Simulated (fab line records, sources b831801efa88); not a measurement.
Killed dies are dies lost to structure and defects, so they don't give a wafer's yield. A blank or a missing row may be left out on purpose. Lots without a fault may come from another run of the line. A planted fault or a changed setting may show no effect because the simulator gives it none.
Which tool did it? | flow sky130 | 13 lots, 38 wafers sampled, at 5 steps of a route of 708

WHAT THE GAUGES READ, wafer by wafer
SKY_GATE_OXIDE_TW_MEAS_14. Usual: GATE_OXIDE_TW 225.9, standard deviation 1.8.
lot  | measured     | on            | GATE_OXIDE_TW     | flag
L958 | day 15 06:11 | film_metro-04 | 224.1 224.5 224.4 |
L961 | day 16 17:40 | film_metro-04 | 223.9 224.8 224.3 |
L960 | day 16 19:03 | film_metro-04 | 226.3 225.9 225.3 |
L962 | day 17 00:41 | film_metro-04 | 224.2 224.9 224.3 |
L963 | day 17 03:05 | film_metro-04 | 224.4 224.8 225.3 |
L965 | day 18 02:07 | film_metro-03 | 228.2 229.1 228.8 |
L966 | day 18 09:05 | film_metro-03 | 228.2 229.0 230.6 |
L967 | day 18 18:22 | film_metro-03 | 228.6 229.4 229.6 |
L968 | day 19 00:57 | film_metro-04 | 224.7 223.9 224.4 |
L970 | day 20 00:10 | film_metro-02 | 225.8 225.8 225.6 |
L969 | day 20 00:53 | film_metro-04 | 223.8 219.7 220.8 |
L971 | day 20 04:26 | film_metro-04 | 223.4 220.4       |
L974 | day 21 01:04 | film_metro-02 | 225.3 224.7 224.2 |

SKY_LOCAL_INTERCONNECT_CD_MEAS_11: target cd 170 nm. Usual: cd_nm 170.1 nm, standard deviation 1.6.
lot  | measured     | on        | cd_nm (nm)        | flag
L958 | day 32 08:43 | cd_sem-01 | 171.8 171.9 171.6 |
L961 | day 32 23:50 | cd_sem-01 | 167.8 167.5 167.5 |
L960 | day 33 02:25 | cd_sem-01 | 167.9 169.1 168.1 |
L962 | day 33 09:34 | cd_sem-02 | 167.9 168.3 168.9 |
L963 | day 33 11:48 | cd_sem-01 | 169.3 170.8 168.7 |
L965 | day 34 09:32 | cd_sem-02 | 169.4 169.8 168.5 |
L966 | day 34 13:34 | cd_sem-02 | 169.7 170.0 167.4 |
L967 | day 35 00:55 | cd_sem-01 | 170.9 170.3 170.2 |
L968 | day 35 05:51 | cd_sem-01 | 171.6 172.4 171.7 |
L970 | day 36 00:11 | cd_sem-01 | 169.9 170.4 168.4 |
L969 | day 36 01:09 | cd_sem-02 | 167.5 169.7 168.5 |
L971 | day 36 06:31 | cd_sem-02 | 170.9 171.5       |
L974 | day 36 18:23 | cd_sem-02 | 170.4 169.5 169.9 |

WHICH TOOL RAN EACH LOT (tool, then ch and the chambers of the sampled wafers, then the start)
lot  | SKY_SONOS_ONO_ETCH_15              | SKY_GATE_OXIDE_IMPLANT_11       | SKY_LDD_HVP_STRIP_09
L958 | rie_diel-01 ch 1,2,3, day 14 00:58 | implanter-02 ch 0, day 15 05:52 | plasma_asher-03 ch 0,1, day 23 17:37
L961 | rie_diel-02 ch 1,2,3, day 15 11:25 | implanter-04 ch 0, day 16 17:20 | plasma_asher-03 ch 0, day 24 13:50
L960 | rie_diel-03 ch 0,2,3, day 15 11:55 | implanter-03 ch 0, day 16 18:43 | plasma_asher-03 ch 0,1, day 24 16:26
L962 | rie_diel-02 ch 0,1,3, day 15 17:20 | implanter-03 ch 0, day 17 00:19 | plasma_asher-02 ch 0,1, day 24 23:29
L963 | rie_diel-01 ch 1,2, day 15 20:16   | implanter-02 ch 0, day 17 02:40 | plasma_asher-03 ch 0,1, day 25 00:52
L965 | rie_diel-02 ch 1,3, day 16 19:46   | implanter-03 ch 0, day 18 01:46 | plasma_asher-02 ch 0,1, day 26 01:35
L966 | rie_diel-02 ch 0,3, day 17 01:11   | implanter-02 ch 0, day 18 08:44 | plasma_asher-03 ch 0,1, day 26 06:14
L967 | rie_diel-01 ch 0,1,3, day 17 10:25 | implanter-02 ch 0, day 18 18:01 | plasma_asher-03 ch 0,1, day 26 15:32
L968 | rie_diel-02 ch 0,1,2, day 17 15:08 | implanter-03 ch 0, day 19 00:35 | plasma_asher-02 ch 1, day 26 21:53
L970 | rie_diel-03 ch 1,2, day 18 14:55   | implanter-03 ch 0, day 19 23:50 | plasma_asher-03 ch 0,1, day 27 18:07
L969 | rie_diel-01 ch 0,3, day 18 15:10   | implanter-02 ch 0, day 20 00:34 | plasma_asher-02 ch 0,1, day 27 21:13
L971 | rie_diel-01 ch 1,2, day 18 18:26   | implanter-02 ch 0, day 20 04:07 | plasma_asher-03 ch 0, day 28 00:01
L974 | rie_diel-01 ch 1,2,3, day 19 16:20 | implanter-03 ch 0, day 21 00:44 | plasma_asher-03 ch 0,1, day 28 16:59
- SKY_SONOS_ONO_ETCH_15: etches the open film in CHF3/O2, target depth 19.52 nm, time 7.8 s.
- SKY_GATE_OXIDE_IMPLANT_11
- SKY_LDD_HVP_STRIP_09: strips in O2/N2.

WHAT THE TOOLS THEMSELVES READ (means of the sampled wafers that have a number; where no wafer has one, the mark that the record gives instead)
SKY_SONOS_ONO_ETCH_15. Usual: drypump_motor_current_A 5.7 A, standard deviation 0.38; oes_product_au 0.999 a.u., standard deviation 0.0086; throttle_valve_pct 8.825 %, standard deviation 0.0097.
lot  | tool        | drypump_motor_current_A (A) | oes_product_au (a.u.) | throttle_valve_pct (%) | flag
L958 | rie_diel-01 | 5.9                         | 0.997                 | 8.820                  |
L961 | rie_diel-02 | 5.7                         | 1.000                 | 8.829                  |
L960 | rie_diel-03 | 5.8                         | 1.000                 | 8.827                  |
L962 | rie_diel-02 | 5.5                         | 1.007                 | 8.829                  |
L963 | rie_diel-01 | 6.1                         | 0.995                 | 8.827                  |
L965 | rie_diel-02 | 5.7                         | 1.001                 | 8.826                  |
L966 | rie_diel-02 | 5.4                         | 0.995                 | 8.831                  |
L967 | rie_diel-01 | 5.7                         | 1.001                 | 8.825                  |
L968 | rie_diel-02 | 5.4                         | 0.993                 | 8.820                  |
L970 | rie_diel-03 | 5.5                         | 0.996                 | 8.819                  |
L969 | rie_diel-01 | 5.4                         | 0.999                 | 8.831                  |
L971 | rie_diel-01 | 6.0                         | 0.993                 | 8.829                  |
L974 | rie_diel-01 | 6.0                         | 1.000                 | 8.817                  |

SKY_LDD_HVP_STRIP_09. Usual: drypump_motor_current_A 5.5 A, standard deviation 0.52; oes_product_au 0.408 a.u., standard deviation 0.0054; strip_time_to_endpoint_s 4.133 s, standard deviation 0.015.
lot  | tool            | drypump_motor_current_A (A) | oes_product_au (a.u.) | strip_time_to_endpoint_s (s) | flag
L958 | plasma_asher-03 | 6.1                         | 0.402                 | 4.124                        |
L961 | plasma_asher-03 | 6.4                         | 0.414                 | 4.106                        |
L960 | plasma_asher-03 | 6.1                         | 0.406                 | 4.111                        |
L962 | plasma_asher-02 | 5.1                         | 0.407                 | 4.127                        |
L963 | plasma_asher-03 | 5.7                         | 0.406                 | 4.118                        |
L965 | plasma_asher-02 | 5.1                         | 0.410                 | 4.136                        |
L966 | plasma_asher-03 | 6.1                         | 0.404                 | 4.150                        |
L967 | plasma_asher-03 | 5.7                         | 0.407                 | 4.113                        |
L968 | plasma_asher-02 | 5.6                         | 0.406                 | 4.126                        |
L970 | plasma_asher-03 | 5.8                         | 0.411                 | 4.140                        |
L969 | plasma_asher-02 | 5.1                         | 0.413                 | 4.141                        |
L971 | plasma_asher-03 | 6.4                         | 0.407                 | 4.133                        |
L974 | plasma_asher-03 | 5.7                         | 0.408                 | 4.132                        |

THE ANSWER, worked out from the rows above alone
Rule: a lot is off if the mean of its wafers that have a number lies more than 3 standard deviations from the usual mean. A lot without any number at a reading at which 4 lots or more have one is off too. The other lots that the step has rows for count as sound. The gauges are gone through in route order, then the tools' own readings, and for those a lot's mean is taken as printed above. The first step at which some lot is off is used, and at that step the reading that is off furthest; a lot without a number counts as furthest.
No lot is off at any reading shown: from this, nothing can be told.

WHAT THE SIMULATOR HAD PUT IN
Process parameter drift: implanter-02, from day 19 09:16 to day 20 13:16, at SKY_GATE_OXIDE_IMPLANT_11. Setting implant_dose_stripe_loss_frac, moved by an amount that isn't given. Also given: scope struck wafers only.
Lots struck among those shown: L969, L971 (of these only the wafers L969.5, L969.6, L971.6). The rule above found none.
